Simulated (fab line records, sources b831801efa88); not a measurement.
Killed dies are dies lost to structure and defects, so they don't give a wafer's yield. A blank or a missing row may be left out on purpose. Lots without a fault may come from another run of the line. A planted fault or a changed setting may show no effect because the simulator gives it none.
Which tool did it? | flow gf180mcu | 12 lots, 36 wafers sampled, at 1 step of a route of 602

WHAT THE GAUGES READ, wafer by wafer
GF_STI_THK_MEAS_04.
lot  | measured    | on            | STI_CVD_03_THK (nm)
L075 | day 1 18:59 | film_metro-04 | 207.7 207.6 208.8
L077 | day 2 05:08 | film_metro-03 | 209.7 209.9 209.2
L079 | day 2 15:43 | film_metro-02 | 206.4 206.8 206.6
L081 | day 3 00:52 | film_metro-02 | 203.5 204.7 203.7
L083 | day 3 10:35 | film_metro-02 | 206.5 205.1 205.4
L085 | day 3 21:10 | film_metro-02 | 210.7 211.0 208.5
L087 | day 4 08:05 | film_metro-02 | 208.7 209.5 208.3
L089 | day 4 17:33 | film_metro-02 | 209.1 208.7 211.3
L091 | day 5 04:22 | film_metro-03 | 213.0 211.4 213.2
L093 | day 5 13:02 | film_metro-03 | 204.9 206.0 204.7
L095 | day 5 23:46 | film_metro-04 | 209.3 209.0 210.6
L097 | day 6 09:05 | film_metro-04 | 208.8 205.8 206.9

WHICH TOOL RAN EACH LOT (tool, then ch and the chambers of the sampled wafers, then the start)
The record holds no process step before these readings.

THE ANSWER, worked out from the rows above alone
Rule: what is usual is taken from the lots themselves. Put in order of their means at a reading, lots are off if they are a third of the lots or fewer, leave a main group of 4 or more, and stand apart from it by a gap of 3 or more times the standard deviation of the main group's means; of several such gaps the widest counts. A main group whose means are all the same, to the digits that the tables above print for the reading, isn't used. A lot without any number at a reading at which 4 lots or more have one is off too. The other lots that the step has rows for count as sound.
No lot is off at any reading shown: from this, nothing can be told.

WHAT THE SIMULATOR HAD PUT IN
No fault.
